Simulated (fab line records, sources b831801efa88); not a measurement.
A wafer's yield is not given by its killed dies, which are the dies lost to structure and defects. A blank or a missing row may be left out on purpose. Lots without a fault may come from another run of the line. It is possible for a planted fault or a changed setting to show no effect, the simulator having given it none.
Check of tool commonality | flow gf180mcu | 11 lots and 33 wafers in the sample

WHY IT WAS OPENED
At GF_V3_RS_MEAS_24 the reading V3_W_RS is flagged on 2 of 11 lots. No-fault wafers: 0.326 ohm/sq, standard deviation 0.0031.
Rule: a lot is flagged in two cases, either no wafer of it has a number, or all its wafers with numbers fall more than 4 standard deviations from that mean. All remaining lots are regarded as sound.

lot  | measured     | on            | V3_W_RS (ohm/sq), wafer by wafer | flag
L904 | day 22 08:41 | film metro-01 | 0.329 0.329 0.328                |
L906 | day 22 20:46 | film metro-01 | 0.330 0.331 0.332                |
L907 | day 23 12:08 | film metro-04 | 0.328 0.331 0.333                |
L908 | day 23 12:48 | film metro-04 | 0.324 0.328 0.328                |
L909 | day 24 01:56 | film metro-03 | 0.325 0.321 0.323                |
L912 | day 25 07:29 | film metro-04 | 0.325 0.325 0.323                |
L915 | day 26 10:58 | film metro-03 | 0.324 0.324 0.326                |
L917 | day 27 06:11 | film metro-04 | 0.322 0.324 0.324                |
L922 | day 28 10:44 | film metro-03 | 0.195 0.196 0.195                | FLAGGED
L923 | day 28 16:23 | film metro-03 | 0.332 0.324 0.329                |
L924 | day 28 20:27 | film metro-01 | 0.194 0.192 0.195                | FLAGGED
On average the flagged lots' numbers are 0.195 ohm/sq, which is -0.132 ohm/sq against the usual, or -42 standard deviations.

WHICH TOOL EACH LOT WENT THROUGH
The record holds 2 process steps before the reading, out of a route of 602 steps. Cell contents, in order: the tool; ch with the chambers the sampled wafers went through; the start.
lot  | flag    | GF_V2_SPUTTER_21             | GF_V3_CVD_23
L904 |         | pvd sputter-03, day 20 06:43 | cvd w-02 ch 0,1, day 22 08:34
L906 |         | pvd sputter-04, day 20 19:14 | cvd w-02 ch 0,1, day 22 20:40
L907 |         | pvd sputter-04, day 21 10:32 | cvd w-01 ch 0,1, day 23 12:01
L908 |         | pvd sputter-03, day 21 11:31 | cvd w-01 ch 0,1, day 23 12:41
L909 |         | pvd sputter-01, day 22 00:35 | cvd w-01 ch 0,1, day 24 01:49
L912 |         | pvd sputter-04, day 23 06:54 | cvd w-01 ch 0,1, day 25 07:22
L915 |         | pvd sputter-01, day 24 12:53 | cvd w-01 ch 0,1, day 26 10:52
L917 |         | pvd sputter-04, day 25 08:11 | cvd w-02 ch 0,1, day 27 06:05
L922 | FLAGGED | pvd sputter-03, day 26 14:44 | cvd w-01 ch 0,1, day 28 10:38
L923 |         | pvd sputter-04, day 26 20:13 | cvd w-02 ch 0,1, day 28 16:16
L924 | FLAGGED | pvd sputter-04, day 27 02:10 | cvd w-01 ch 0,1, day 28 20:20
These steps, and what they do:
- GF_V2_SPUTTER_21: material Ti, target thk 15 nm, time 80.02 s.
- GF_V3_CVD_23: deposits W, target thk 350 nm, time 104.9 s.
- GF_V3_RS_MEAS_24: measures by four-point-probe.

FLAGGED AGAINST TOTAL, ONE TOOL AT A TIME (gauges that did the reading follow at the end)
step             | tool           | lots run | flagged | share of the flagged lots | sound lots run after its first flagged lot
GF_V2_SPUTTER_21 | pvd sputter-01 | 2        | 0       | none                      | -
GF_V2_SPUTTER_21 | pvd sputter-03 | 3        | 1       | some                      | 0
GF_V2_SPUTTER_21 | pvd sputter-04 | 6        | 1       | some                      | 0
GF_V3_CVD_23     | cvd w-01       | 7        | 2       | all                       | 0
GF_V3_CVD_23     | cvd w-02       | 4        | 0       | none                      | -
GF_V3_RS_MEAS_24 | film metro-01  | 3        | 1       | some                      | 0
GF_V3_RS_MEAS_24 | film metro-03  | 4        | 1       | some                      | 1 (L923)
GF_V3_RS_MEAS_24 | film metro-04  | 4        | 0       | none                      | -

WHAT THE TABLE ALLOWS
Rows of the table that ran each flagged lot: 1, that is cvd w-01 at GF_V3_CVD_23.
- cvd w-01 at GF_V3_CVD_23 ran 7 lots, 2 of them flagged. Its last sound lot is L915 (day 26 10:52), its first flagged lot L922 (day 28 10:38): a fault that began between those two fits. Its own readings lie more than 4 standard deviations out on every wafer of the flagged lots: susceptor temp C.
cvd w-01 at GF_V3_CVD_23 is the single tool remaining.

WHAT THE SIMULATOR HAD PUT IN
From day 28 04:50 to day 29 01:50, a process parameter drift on cvd w-01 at GF_V3_CVD_23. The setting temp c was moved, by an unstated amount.
Shown lots that were struck: L922, L924. The rule above found the same.
